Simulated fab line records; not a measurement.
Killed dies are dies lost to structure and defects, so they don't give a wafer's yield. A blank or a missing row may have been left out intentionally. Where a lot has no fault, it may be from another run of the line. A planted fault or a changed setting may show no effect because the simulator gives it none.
fab line records	flow sky130
record lots=12	wafers=36	last-day=51
route steps=708 shown METAL3@569 VIA3@593 METAL4@599 CAP2M@603 PAD_OPEN@708
lots that met no fault: taken from a fault-free run of the same line
start-h: hours from the record's opening day to when the first of the lot's shown wafers began	wait-h: how many hours have passed since the lot's step before this one	" the same as in the row above	L1.1+2: a row that stands for several wafers	- no value, or no start was given	* or withheld: withheld	< > ~ a bound
route shown NAME@n: names a module that has steps shown in the file, with the first one's number in the route	usual: average and standard deviation across the fault-free wafers	same: alike in all rows	chamber/n: place in a boat	sites: per-site readings	_std_site: their standard deviation	_edge_site: outer sites' mean less inner sites'	radius-mm: for every site, how far away it sits from the centre of the wafer	mask NAME#n: copy n	behind: tool/chamber where the wafer was last shaped	hold: reason for holding the lot/hours on hold/outcome of the hold	device: the n, p or np transistor that did not switch	end of line: the route-end tests of the same wafers	where a step has no rows: the recipe by itself	killed: dies that structure and defects cost at the first sort, which is not the same as the wafer's yield	map: per-die view of a wafer (x killed, . not killed, _ where there is no die)
set.NAME: the setting the step ran with; set.NAME@STEP: the setting that earlier step ran with	model.NAME: the simulator's own value behind a step, which no gauge read
one table for each step of the route and one row for each wafer, over a sample of lots
services: when a tool's chamber went out of use (start-h, in hours from the record's first day, below 0 if earlier), for how many hours, and the reason
## steps
# step SKY_METAL3_STRIP_19
# recipe chemistry=O2/N2	power-w=1400	pressure-mtorr=1500	platen-temp-c=withheld	o2-flow-sccm=3000	n2-flow-sccm=300	overash-fraction=0.5
# usual drypump-motor-current-A=6.0/0.41	oes-product-au=0.502/0.0056	strip-time-to-endpoint-s=6.53/0.076
lot.wafer	tool	chamber	start-h	wait-h	drypump-motor-current-A	oes-product-au	rf-hours-counter-h	strip-time-to-endpoint-s
L243.3	plasma-asher-03	1	904.95	0.1	5.5	0.505	-	6.54
L243.4	"	0	"	"	6.6	0.502	-	6.49
L243.5	"	0	"	"	6.5	0.498	-	6.47
L245.2	plasma-asher-03	0	929.57	0.1	6.6	0.494	18	6.52
L245.3	"	1	"	"	5.5	0.504	-	6.51
L245.5	"	0	"	"	6.6	0.501	-	6.44
L246.2	plasma-asher-03	1	937.02	0.1	5.5	0.498	18	6.50
L246.5	"	0	"	"	6.6	0.502	-	6.54
L246.6	"	1	"	"	5.5	0.503	-	6.51
L248.1	plasma-asher-03	0	943.72	0.1	6.6	0.508	19	6.68
L248.2	"	1	"	"	5.5	0.502	19	6.56
L248.4	"	0	"	"	6.5	0.509	-	6.66
L252.2	plasma-asher-01	1	971.92	0.1	6.0	0.500	52	6.53
L252.5	"	1	"	"	6.0	0.503	-	6.51
L252.6	"	0	"	"	5.8	0.506	-	6.59
L253.2	plasma-asher-03	0	977.32	0.1	6.5	0.499	23	6.49
L253.3	"	0	"	"	6.6	0.498	-	6.55
L253.6	"	0	"	"	6.5	0.509	-	6.60
L254.2	plasma-asher-03	0	993.27	0.1	6.6	0.510	24	6.61
L254.3	"	1	"	"	5.4	0.503	-	6.61
L254.5	"	1	"	"	5.4	0.513	-	6.67
L257.2	plasma-asher-04	1	1010.82	0.1	5.8	0.505	119	6.50
L257.3	"	1	"	"	5.8	0.503	-	6.52
L257.5	"	0	"	"	6.4	0.501	-	6.49
L258.1	plasma-asher-03	1	1020.87	0.1	5.5	0.502	27	6.58
L258.2	"	0	"	"	6.6	0.506	27	6.61
L258.3	"	1	"	"	5.5	0.508	-	6.63
L261.2	plasma-asher-01	0	1032.91	0.1	5.8	0.514	58	6.70
L261.4	"	1	"	"	6.0	0.517	-	6.59
L261.6	"	0	"	"	5.8	0.497	-	6.52
L262.3	plasma-asher-04	1	1043.36	0.1	5.8	0.498	-	6.54
L262.5	"	0	"	"	6.4	0.508	-	6.53
L262.6	"	1	"	"	5.8	0.499	-	6.57
L265.1	plasma-asher-01	0	1079.32	0.1	5.8	0.509	62	6.61
L265.3	"	1	"	"	6.0	0.494	-	6.44
L265.6	"	0	"	"	5.8	0.490	-	6.41
# step SKY_VIA3_SPUTTER_20
# recipe material=TiN	target-thk-nm=20	chamber-pressure-pa=5	power-w=4000	time-s=80
# usual cathode-dc-power-W=4000.0/0.66	chamber-pressure-pa=5.000/0.01	throttle-valve-pct=29.5/0.8
lot.wafer	tool	chamber	start-h	wait-h	cathode-dc-power-W	chamber-pressure-pa	throttle-valve-pct
L243.3	pvd-sputter-02	-	932.67	0.0	4000.8	4.991	27.3
L243.4	"	-	"	"	3999.3	4.996	29.3
L243.5	"	-	"	"	3999.2	4.994	26.8
L245.2	pvd-sputter-03	-	955.77	0.0	4000.2	4.987	29.9
L245.3	"	-	"	"	4000.5	5.006	30.1
L245.5	"	-	"	"	3999.9	5.004	30.1
L246.2	pvd-sputter-03	-	963.49	0.0	3999.0	4.995	29.2
L246.5	"	-	"	"	4000.5	4.993	29.7
L246.6	"	-	"	"	4000.7	5.007	29.4
L248.1	pvd-sputter-03	-	969.62	0.0	4000.2	5.017	29.2
L248.2	"	-	"	"	4000.0	4.992	29.6
L248.4	"	-	"	"	4000.1	4.979	30.5
L252.2	pvd-sputter-04	-	996.89	0.0	3999.3	5.002	30.1
L252.5	"	-	"	"	4000.6	4.990	30.4
L252.6	"	-	"	"	3999.5	5.009	30.0
L253.2	pvd-sputter-04	-	1002.04	0.0	-	-	-
L253.3	"	-	"	"	-	-	-
L253.6	"	-	"	"	-	-	-
L254.2	pvd-sputter-02	-	1018.29	0.0	-	-	-
L254.3	"	-	"	"	-	-	-
L254.5	"	-	"	"	-	-	-
L257.2	pvd-sputter-04	-	1035.37	0.0	3999.3	5.024	30.1
L257.3	"	-	"	"	3999.7	4.995	28.8
L257.5	"	-	"	"	3999.8	4.995	29.8
L258.1	pvd-sputter-04	-	1046.08	0.0	4000.3	5.001	29.6
L258.2	"	-	"	"	4000.0	5.014	30.3
L258.3	"	-	"	"	3999.4	4.980	30.1
L261.2	pvd-sputter-03	-	1057.54	0.0	3999.9	4.997	29.6
L261.4	"	-	"	"	4000.8	4.998	29.5
L261.6	"	-	"	"	4000.5	5.012	29.1
L262.3	pvd-sputter-02	-	1066.52	0.0	4000.5	5.011	26.9
L262.5	"	-	"	"	3999.3	4.998	29.8
L262.6	"	-	"	"	4000.1	5.002	29.2
L265.1	pvd-sputter-04	-	1101.82	0.0	3999.9	5.002	30.1
L265.3	"	-	"	"	3998.5	4.999	29.6
L265.6	"	-	"	"	3999.4	5.006	30.6
# step SKY_METAL4_SPUTTER_01
# recipe material=TiN	target-thk-nm=20	power-w=6500	time-s=16.7	chamber-pressure-pa=0.3945
# usual cathode-dc-power-W=6500.0/1.2	chamber-pressure-pa=0.3945/0.00078	throttle-valve-pct=29.7/1
lot.wafer	tool	chamber	start-h	wait-h	cathode-dc-power-W	chamber-pressure-pa	throttle-valve-pct
L243.3	pvd-sputter-01	-	933.36	0.0	6501.0	0.3940	31.9
L243.4	"	-	"	"	6499.6	0.3942	30.2
L243.5	"	-	"	"	6500.2	0.3937	29.9
L245.2	pvd-sputter-02	-	956.46	0.0	6498.9	0.3947	27.0
L245.3	"	-	"	"	6499.4	0.3942	29.3
L245.5	"	-	"	"	6499.6	0.3942	30.2
L246.2	pvd-sputter-02	-	964.20	0.0	6502.1	0.3944	29.3
L246.5	"	-	"	"	6499.4	0.3934	29.5
L246.6	"	-	"	"	6502.2	0.3934	29.8
L248.1	pvd-sputter-01	-	970.30	0.0	6501.6	0.3951	32.1
L248.2	"	-	"	"	6501.7	0.3952	29.9
L248.4	"	-	"	"	6500.2	0.3953	29.6
L252.2	pvd-sputter-01	-	997.66	0.0	6500.2	0.3946	29.7
L252.5	"	-	"	"	6497.9	0.3946	29.7
L252.6	"	-	"	"	6500.1	0.3943	30.0
L257.2	pvd-sputter-02	-	1036.31	0.0	6499.9	0.3936	29.1
L257.3	"	-	"	"	6500.9	0.3935	30.0
L257.5	"	-	"	"	6499.8	0.3948	29.3
L258.1	pvd-sputter-02	-	1046.76	0.0	6502.2	0.3953	27.2
L258.2	"	-	"	"	6499.5	0.3949	29.2
L258.3	"	-	"	"	6497.5	0.3930	29.2
L261.2	pvd-sputter-01	-	1058.23	0.0	6498.1	0.3941	29.6
L261.4	"	-	"	"	6499.3	0.3947	30.0
L261.6	"	-	"	"	6500.7	0.3953	30.3
L262.3	pvd-sputter-03	-	1067.20	0.0	6500.5	0.3934	30.3
L262.5	"	-	"	"	6498.8	0.3957	29.2
L262.6	"	-	"	"	6502.9	0.3948	29.2
L265.1	pvd-sputter-02	-	1102.51	0.0	6500.2	0.3946	29.5
L265.3	"	-	"	"	6500.0	0.3950	30.0
L265.6	"	-	"	"	6498.6	0.3944	29.4
# step SKY_CAP2M_CVD_00
# recipe material=SiO2	target-thk-nm=15.5	temp-c=400	time-s=withheld	rf-w=450
# usual heater-power-w=738/110
lot.wafer	tool	chamber	start-h	wait-h	heater-power-w
L243.3	pecvd-02	0	933.49	0.0	667
L243.4	"	2	"	"	634
L243.5	"	1	"	"	721
L245.2	pecvd-03	1	956.59	0.0	701
L245.3	"	2	"	"	517
L245.5	"	1	"	"	715
L246.2	pecvd-01	0	964.33	0.0	998
L246.5	"	2	"	"	708
L246.6	"	1	"	"	691
L248.1	pecvd-01	1	970.44	0.0	762
L248.2	"	2	"	"	756
L248.4	"	0	"	"	1010
L252.2	pecvd-01	0	997.79	0.0	1015
L252.5	"	2	"	"	770
L252.6	"	1	"	"	681
L257.2	pecvd-01	1	1036.45	0.0	682
L257.3	"	2	"	"	858
L257.5	"	2	"	"	848
L258.1	pecvd-03	2	1046.90	0.0	632
L258.2	"	0	"	"	641
L258.3	"	1	"	"	685
L261.2	pecvd-02	1	1058.36	0.0	711
L261.4	"	0	"	"	680
L261.6	"	2	"	"	687
L262.3	pecvd-01	0	1067.34	0.0	892
L262.5	"	2	"	"	710
L262.6	"	1	"	"	753
L265.1	pecvd-01	2	1102.64	0.0	847
L265.3	"	2	"	"	844
L265.6	"	0	"	"	821
# step SKY_PAD_OPEN_PROBE_99
# usual defect-limited-yield=82.4/2	killed_at_M0_to_M3=43/6.8	killed_at_M4_up=3.1/1.8	killed-at-contacts=25/5.8	killed-at-front-end=15/4.2	killed-at-other=0.3/0.5	killed-dies=87/9.7	killed-on-rim=17/4.1	killed-open=47/7.3	killed-short=39/6.6	sort_bin_3_pad_short=0.9/0.37	sort_bin_5_function=10.4/1.4	sort_bin_6_memory=6.3/1.1	sort-n-pass=405/9.7	sort-yield-pct=82.4/2
# same gross-dies=492	killed-at-back-side=0	sort_bin_4_leakage[%]=0	sort_bin_8_speed[%]=0
lot.wafer	tool	chamber	start-h	wait-h	defect-limited-yield[%]	killed_at_M0_to_M3	killed_at_M4_up	killed-at-contacts	killed-at-front-end	killed-at-other	killed-dies	killed-on-rim	killed-open	killed-short	sort_bin_3_pad_short[%]	sort_bin_5_function[%]	sort_bin_6_memory[%]	sort-n-pass	sort-yield-pct[%]
L243.3	prober-02	-	1077.46	0.2	85.6	41	2	18	10	0	71	13	41	30	1.4	8.9	4.1	421	85.6
L243.4	prober-02	-	1077.51	0.2	82.3	46	6	24	11	0	87	14	45	42	1.0	10.4	6.3	405	82.3
L243.5	prober-02	-	1077.56	0.2	84.3	34	3	22	18	0	77	14	37	40	1.0	10.4	4.3	415	84.3
L245.2	prober-01	-	1098.29	0.1	80.7	51	4	24	16	0	95	19	59	36	0.2	13.8	5.3	397	80.7
L245.3	prober-01	-	1098.34	0.2	78.7	50	5	24	26	0	105	16	56	49	1.2	11.2	8.9	387	78.7
L245.5	prober-01	-	1098.44	0.2	81.7	50	2	18	19	1	90	13	51	39	0.6	10.6	7.1	402	81.7
L246.2	prober-02	-	1106.54	0.1	85.2	32	4	23	14	0	73	12	32	41	1.0	8.7	5.1	419	85.2
L246.5	prober-02	-	1106.69	0.2	81.7	43	7	23	17	0	90	23	45	45	0.4	10.4	7.5	402	81.7
L246.6	prober-02	-	1106.74	0.2	82.3	45	2	22	18	0	87	15	36	51	1.4	10.4	5.9	405	82.3
L248.1	prober-01	-	1110.14	0.1	81.1	49	4	21	19	0	93	11	49	44	1.0	12.4	5.5	399	81.1
L248.2	prober-01	-	1110.19	0.1	83.3	39	0	25	17	1	82	14	45	37	0.2	10.6	5.9	410	83.3
L248.4	prober-01	-	1110.29	0.2	82.7	45	3	15	22	0	85	17	50	35	1.0	11.0	5.3	407	82.7
L252.2	prober-02	-	1132.54	0.1	81.5	40	3	29	19	0	91	16	57	34	0.8	10.4	7.3	401	81.5
L252.5	prober-02	-	1132.69	0.2	79.5	57	6	20	18	0	101	20	59	42	0.8	12.6	7.1	391	79.5
L252.6	prober-02	-	1132.74	0.2	86.4	37	0	21	9	0	67	10	34	33	0.6	7.7	5.3	425	86.4
L253.2	prober-02	-	1136.90	0.1	0	439	1	37	14	1	492	96	53	35	0.4	93.7	5.9	0	0
L253.3	prober-02	-	1136.95	0.2	0	455	4	13	19	1	492	96	39	30	0.2	93.5	6.3	0	0
L253.6	prober-02	-	1137.10	0.2	0	464	2	15	11	0	492	96	30	33	0.6	94.5	4.9	0	0
L254.2	prober-01	-	1150.99	0.1	0	434	1	25	32	0	492	96	62	29	1.0	92.9	6.1	0	0
L254.3	prober-01	-	1151.04	0.2	0	437	5	26	24	0	492	96	62	42	0.8	92.1	7.1	0	0
L254.5	prober-01	-	1151.14	0.2	0	443	1	32	16	0	492	96	48	36	1.0	90.2	8.7	0	0
L257.2	prober-02	-	1163.60	0.1	83.3	48	4	18	12	0	82	20	37	45	0.4	9.8	6.5	410	83.3
L257.3	prober-02	-	1163.65	0.2	83.5	44	3	23	11	0	81	20	43	38	0.8	8.5	7.1	411	83.5
L257.5	prober-02	-	1163.75	0.2	82.1	44	1	28	15	0	88	13	45	43	0.4	10.2	7.3	404	82.1
L258.1	prober-01	-	1173.74	0.1	82.1	49	3	22	14	0	88	20	41	47	0.8	10.6	6.5	404	82.1
L258.2	prober-01	-	1173.79	0.1	80.9	46	4	29	15	0	94	13	50	44	0.8	10.4	7.9	398	80.9
L258.3	prober-01	-	1173.84	0.2	83.5	42	4	21	14	0	81	15	37	44	1.0	10.0	5.5	411	83.5
L261.2	prober-02	-	1181.91	0.1	84.1	39	1	25	12	1	78	14	49	29	1.8	8.5	5.5	414	84.1
L261.4	prober-02	-	1182.01	0.2	83.3	40	8	24	10	0	82	11	56	26	1.0	11.4	4.3	410	83.3
L261.6	prober-02	-	1182.11	0.2	78.0	59	3	28	18	0	108	25	53	55	1.2	12.0	8.7	384	78.0
L262.3	prober-02	-	1190.00	0.2	82.9	39	7	23	15	0	84	15	39	45	1.0	9.6	6.5	408	82.9
L262.5	prober-02	-	1190.10	0.2	85.6	41	4	13	13	0	71	11	38	33	0.8	7.5	6.1	421	85.6
L262.6	prober-02	-	1190.15	0.2	82.5	44	7	24	11	0	86	18	51	35	1.2	10.6	5.7	406	82.5
L265.1	prober-01	-	1214.49	0.1	82.7	51	4	18	12	0	85	16	40	45	1.4	9.3	6.5	407	82.7
L265.3	prober-01	-	1214.59	0.2	82.7	40	6	28	10	1	85	18	41	44	0	10.4	6.9	407	82.7
L265.6	prober-01	-	1214.74	0.2	82.7	51	2	19	13	0	85	19	47	38	1.8	10.0	5.5	407	82.7
# killed by level:class
L243.3 VIA1:geometric-particle:open=9 VIA3:geometric-particle:open=9 METAL2:geometric-particle:short=8 CONTACT:geometric-particle:open=8 LOCAL_INTERCONNECT:geometric-particle:short=5 VIA2:geometric-particle:short=4 VIA2:geometric-particle:open=4 POLY_GATE:geometric-particle:short=3
L243.4 METAL1:geometric-particle:short=12 VIA2:geometric-particle:open=8 VIA1:geometric-particle:open=7 LI_CONTACT:geometric-particle:open=6 CONTACT:geometric-particle:short=6 CONTACT:geometric-particle:open=6 VIA1:geometric-particle:short=5 FIELD_ISO:geometric-particle:short=4
L243.5 LI_CONTACT:geometric-particle:open=8 METAL2:geometric-particle:short=8 VIA2:geometric-particle:open=6 LI_CONTACT:geometric-particle:short=6 VIA3:geometric-particle:open=6 FIELD_ISO:geometric-particle:short=5 CONTACT:geometric-particle:open=5 VIA1:geometric-particle:short=5
L245.2 VIA2:geometric-particle:open=15 CONTACT:geometric-particle:open=11 VIA1:geometric-particle:open=9 FIELD_ISO:geometric-particle:short=6 LI_CONTACT:geometric-particle:open=6 VIA1:geometric-particle:short=6 VIA3:geometric-particle:open=5 FIELD_ISO:geometric-particle:open=4
L245.3 VIA1:geometric-particle:open=11 FIELD_ISO:geometric-particle:open=10 CONTACT:geometric-particle:open=10 METAL2:geometric-particle:short=9 FIELD_ISO:geometric-particle:short=7 VIA1:geometric-particle:short=7 POLY_GATE:geometric-particle:short=6 VIA2:geometric-particle:open=5
L245.5 VIA1:geometric-particle:open=13 VIA1:geometric-particle:short=7 VIA3:geometric-particle:open=7 CONTACT:geometric-particle:open=6 FIELD_ISO:geometric-particle:open=5 POLY_GATE:geometric-particle:open=5 VIA2:geometric-particle:open=4 LI_CONTACT:geometric-particle:open=4
L246.2 LI_CONTACT:geometric-particle:open=10 FIELD_ISO:geometric-particle:short=7 METAL2:geometric-particle:short=6 CONTACT:geometric-particle:open=6 VIA1:geometric-particle:short=6 FIELD_ISO:geometric-particle:open=4 VIA3:geometric-particle:open=4 VIA3:geometric-particle:short=4
L246.5 LI_CONTACT:geometric-particle:open=11 VIA1:geometric-particle:open=8 METAL2:geometric-particle:short=7 LI_CONTACT:geometric-particle:short=6 METAL4:geometric-particle:short=6 FIELD_ISO:geometric-particle:open=5 VIA2:geometric-particle:short=5 VIA2:geometric-particle:open=5
L246.6 METAL1:geometric-particle:short=9 CONTACT:geometric-particle:open=7 VIA2:geometric-particle:open=7 VIA1:geometric-particle:short=6 POLY_GATE:geometric-particle:short=5 LI_CONTACT:geometric-particle:short=5 LOCAL_INTERCONNECT:geometric-particle:short=5 VIA1:geometric-particle:open=5
L248.1 CONTACT:geometric-particle:open=9 METAL1:geometric-particle:short=8 VIA1:geometric-particle:open=8 VIA1:geometric-particle:short=7 VIA2:geometric-particle:open=7 LI_CONTACT:geometric-particle:open=6 VIA3:geometric-particle:open=6 POLY_GATE:geometric-particle:open=5
L248.2 VIA1:geometric-particle:open=12 CONTACT:geometric-particle:open=10 VIA2:geometric-particle:open=9 POLY_GATE:geometric-particle:short=7 VIA1:geometric-particle:short=5 LI_CONTACT:geometric-particle:open=4 LI_CONTACT:geometric-particle:short=4 CONTACT:geometric-particle:short=4
L248.4 VIA1:geometric-particle:open=9 POLY_GATE:geometric-particle:open=7 FIELD_ISO:geometric-particle:open=6 LI_CONTACT:geometric-particle:open=6 VIA2:geometric-particle:short=6 VIA3:geometric-particle:open=6 FIELD_ISO:geometric-particle:short=5 VIA2:geometric-particle:open=5
L252.2 VIA1:geometric-particle:open=14 LI_CONTACT:geometric-particle:open=10 CONTACT:geometric-particle:open=8 VIA2:geometric-particle:open=7 LOCAL_INTERCONNECT:geometric-particle:short=6 FIELD_ISO:geometric-particle:open=5 FIELD_ISO:geometric-particle:short=5 POLY_GATE:geometric-particle:open=4
L252.5 VIA3:geometric-particle:open=16 VIA1:geometric-particle:open=11 METAL2:geometric-particle:short=8 CONTACT:geometric-particle:open=7 LI_CONTACT:geometric-particle:open=6 FIELD_ISO:geometric-particle:short=5 FIELD_ISO:geometric-particle:open=5 POLY_GATE:geometric-particle:short=5
L252.6 VIA1:geometric-particle:open=12 LI_CONTACT:geometric-particle:open=8 VIA1:geometric-particle:short=8 CONTACT:geometric-particle:open=7 CONTACT:geometric-particle:short=4 METAL1:geometric-particle:short=4 FIELD_ISO:geometric-particle:short=3 POLY_GATE:geometric-particle:short=3
L253.2 VIA3:area-sputter=404 CONTACT:geometric-particle:open=12 LI_CONTACT:geometric-particle:open=11 VIA1:geometric-particle:open=7 POLY_GATE:geometric-particle:open=5 VIA3:geometric-particle:open=5 CONTACT:geometric-particle:short=5 VIA2:geometric-particle:open=5
L253.3 VIA3:area-sputter=423 POLY_GATE:geometric-particle:open=7 LI_CONTACT:geometric-particle:open=7 VIA1:geometric-particle:open=7 VIA2:geometric-particle:open=6 FIELD_ISO:geometric-particle:open=4 METAL1:geometric-particle:short=4 VIA2:geometric-particle:short=4
L253.6 VIA3:area-sputter=429 VIA1:geometric-particle:open=7 VIA1:geometric-particle:short=6 METAL2:geometric-particle:short=6 CONTACT:geometric-particle:open=5 LI_CONTACT:geometric-particle:open=4 VIA2:geometric-particle:short=4 POLY_GATE:geometric-particle:short=3
L254.2 VIA3:area-sputter=401 VIA2:geometric-particle:open=10 LI_CONTACT:geometric-particle:open=9 POLY_GATE:geometric-particle:open=8 VIA1:geometric-particle:open=7 CONTACT:geometric-particle:open=7 FIELD_ISO:geometric-particle:short=5 FIELD_ISO:geometric-particle:open=5
L254.3 VIA3:area-sputter=388 VIA1:geometric-particle:open=12 CONTACT:geometric-particle:open=10 METAL1:geometric-particle:short=7 POLY_GATE:geometric-particle:open=6 LI_CONTACT:geometric-particle:open=6 CONTACT:geometric-particle:short=6 VIA2:geometric-particle:open=6
L254.5 VIA3:area-sputter=408 CONTACT:geometric-particle:open=13 LI_CONTACT:geometric-particle:open=10 VIA3:geometric-particle:open=6 FIELD_ISO:geometric-particle:open=5 VIA1:geometric-particle:open=5 LOCAL_INTERCONNECT:geometric-particle:short=5 VIA1:geometric-particle:short=5
L257.2 VIA1:geometric-particle:open=11 VIA1:geometric-particle:short=9 METAL2:geometric-particle:short=8 CONTACT:geometric-particle:open=7 CONTACT:geometric-particle:short=5 LI_CONTACT:geometric-particle:open=4 METAL3:geometric-particle:short=4 VIA3:geometric-particle:open=4
L257.3 CONTACT:geometric-particle:open=11 VIA1:geometric-particle:open=7 METAL2:geometric-particle:short=7 VIA3:geometric-particle:open=7 CONTACT:geometric-particle:short=5 METAL1:geometric-particle:short=5 VIA2:geometric-particle:open=5 LI_CONTACT:geometric-particle:open=4
L257.5 VIA1:geometric-particle:open=11 LOCAL_INTERCONNECT:geometric-particle:short=9 CONTACT:geometric-particle:open=9 VIA2:geometric-particle:open=7 POLY_GATE:geometric-particle:short=6 METAL1:geometric-particle:short=6 LI_CONTACT:geometric-particle:open=4 VIA3:geometric-particle:open=4
L258.1 VIA1:geometric-particle:short=11 VIA1:geometric-particle:open=11 CONTACT:geometric-particle:open=6 METAL1:geometric-particle:short=5 LI_CONTACT:geometric-particle:open=5 CONTACT:geometric-particle:short=5 VIA2:geometric-particle:open=5 VIA2:geometric-particle:short=4
L258.2 CONTACT:geometric-particle:open=10 VIA3:geometric-particle:open=10 LI_CONTACT:geometric-particle:open=8 VIA2:geometric-particle:open=5 VIA3:geometric-particle:short=5 LI_CONTACT:geometric-particle:short=4 LOCAL_INTERCONNECT:geometric-particle:short=4 VIA1:geometric-particle:open=4
L258.3 CONTACT:geometric-particle:open=8 METAL2:geometric-particle:short=7 VIA1:geometric-particle:short=7 CONTACT:geometric-particle:short=6 VIA2:geometric-particle:open=5 VIA1:geometric-particle:open=5 LI_CONTACT:geometric-particle:open=4 METAL1:geometric-particle:short=4
L261.2 VIA1:geometric-particle:open=12 CONTACT:geometric-particle:open=8 VIA3:geometric-particle:open=7 LI_CONTACT:geometric-particle:open=7 VIA2:geometric-particle:open=6 LOCAL_INTERCONNECT:geometric-particle:short=5 METAL2:geometric-particle:short=5 LI_CONTACT:geometric-particle:short=4
L261.4 VIA1:geometric-particle:open=14 VIA2:geometric-particle:open=11 LI_CONTACT:geometric-particle:open=8 CONTACT:geometric-particle:open=8 METAL4:geometric-particle:short=5 POLY_GATE:geometric-particle:open=4 LOCAL_INTERCONNECT:geometric-particle:short=4 FIELD_ISO:geometric-particle:open=3
L261.6 VIA2:geometric-particle:open=12 CONTACT:geometric-particle:open=11 VIA1:geometric-particle:open=9 LOCAL_INTERCONNECT:geometric-particle:short=8 METAL2:geometric-particle:short=7 METAL1:geometric-particle:short=7 VIA2:geometric-particle:short=7 FIELD_ISO:geometric-particle:short=6
L262.3 CONTACT:geometric-particle:open=11 METAL1:geometric-particle:short=8 VIA1:geometric-particle:open=8 CONTACT:geometric-particle:short=7 METAL4:geometric-particle:short=7 POLY_GATE:geometric-particle:open=6 VIA2:geometric-particle:open=6 VIA2:geometric-particle:short=4
L262.5 METAL1:geometric-particle:short=6 VIA1:geometric-particle:open=6 VIA2:geometric-particle:open=6 VIA3:geometric-particle:open=6 METAL2:geometric-particle:short=5 POLY_GATE:geometric-particle:open=5 LOCAL_INTERCONNECT:geometric-particle:short=4 CONTACT:geometric-particle:open=4
L262.6 VIA1:geometric-particle:open=10 LI_CONTACT:geometric-particle:open=9 VIA3:geometric-particle:open=8 CONTACT:geometric-particle:open=7 CONTACT:geometric-particle:short=5 METAL2:geometric-particle:short=5 VIA2:geometric-particle:open=5 VIA2:geometric-particle:short=4
L265.1 VIA3:geometric-particle:open=8 VIA1:geometric-particle:short=8 VIA1:geometric-particle:open=8 METAL1:geometric-particle:short=7 LI_CONTACT:geometric-particle:open=6 CONTACT:geometric-particle:open=5 METAL2:geometric-particle:short=5 METAL3:geometric-particle:short=5
L265.3 CONTACT:geometric-particle:open=11 METAL1:geometric-particle:short=7 VIA2:geometric-particle:open=7 CONTACT:geometric-particle:short=5 VIA1:geometric-particle:open=5 LI_CONTACT:geometric-particle:open=4 LI_CONTACT:geometric-particle:short=4 LOCAL_INTERCONNECT:geometric-particle:short=4
L265.6 VIA1:geometric-particle:open=11 VIA2:geometric-particle:open=10 METAL1:geometric-particle:short=6 VIA3:geometric-particle:open=6 FIELD_ISO:geometric-particle:short=5 LI_CONTACT:geometric-particle:open=5 CONTACT:geometric-particle:open=5 VIA1:geometric-particle:short=5
## services
tool	chamber	start-h	hours	kind
plasma-asher-03	-	888.86	2.8	repair
pecvd-01	-	897.86	0.9	repair
pvd-sputter-02	-	919.42	3.8	repair
pecvd-01	0	933.55	14.9	repair
pvd-sputter-04	-	944.69	2.5	repair
pvd-sputter-02	2	981.69	-	consumable-replace:kit
pvd-sputter-02	2	981.69	18.0	scheduled-down
pvd-sputter-02	2	981.69	18.0	vent-cycle
pecvd-03	-	987.46	14.6	pm
pecvd-02	-	1007.63	14.6	pm
pvd-sputter-03	-	1014.78	18.9	repair
plasma-asher-03	-	1027.53	0.9	repair
plasma-asher-01	-	1041.49	2.1	repair
plasma-asher-03	-	1043.18	2.8	pm
pvd-sputter-04	-	1050.04	23.7	repair
plasma-asher-04	-	1055.25	9.0	pm
pvd-sputter-01	-	1059.79	2.6	repair
pecvd-03	0	1060.17	9.2	repair
plasma-asher-01	-	1074.75	2.6	repair
pecvd-01	1	1081.21	24.6	repair
pecvd-01	-	1087.31	2.8	pm
pvd-sputter-02	1	1090.98	-	consumable-replace:kit
pvd-sputter-02	1	1090.98	18.0	scheduled-down
pvd-sputter-02	1	1090.98	18.0	vent-cycle
## key
first-sign step=SKY_VIA3_SPUTTER_20	reading=tool-record	direction=missing
effect step=SKY_PAD_OPEN_PROBE_99	reading=killed_at_M0_to_M3	direction=up	sigmas=59	usual=43	struck=445
more-kills-born-at SKY_VIA3_SPUTTER_20@pvd-sputter-04=1253	SKY_VIA3_SPUTTER_20@pvd-sputter-02=1195
met-at SKY_VIA3_SPUTTER_20
struck-lots L253,L254
later-rows-left-out L253.2,L253.3,L253.6,L254.2,L254.3,L254.5
not-acting-at SKY_METAL3_STRIP_19,SKY_METAL4_SPUTTER_01,SKY_CAP2M_CVD_00
onset-between 996.89 1002.04
fault kind=skipped-step-whole	tool=pvd-sputter-02,pvd-sputter-04	chamber=-	onset-h=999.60	steps=SKY_VIA3_SPUTTER_20	scope=struck-lots-only
# later-rows-left-out: the simulator's readings of these wafers behind a module that went badly wrong aren't trusted and aren't shown, but for the sort
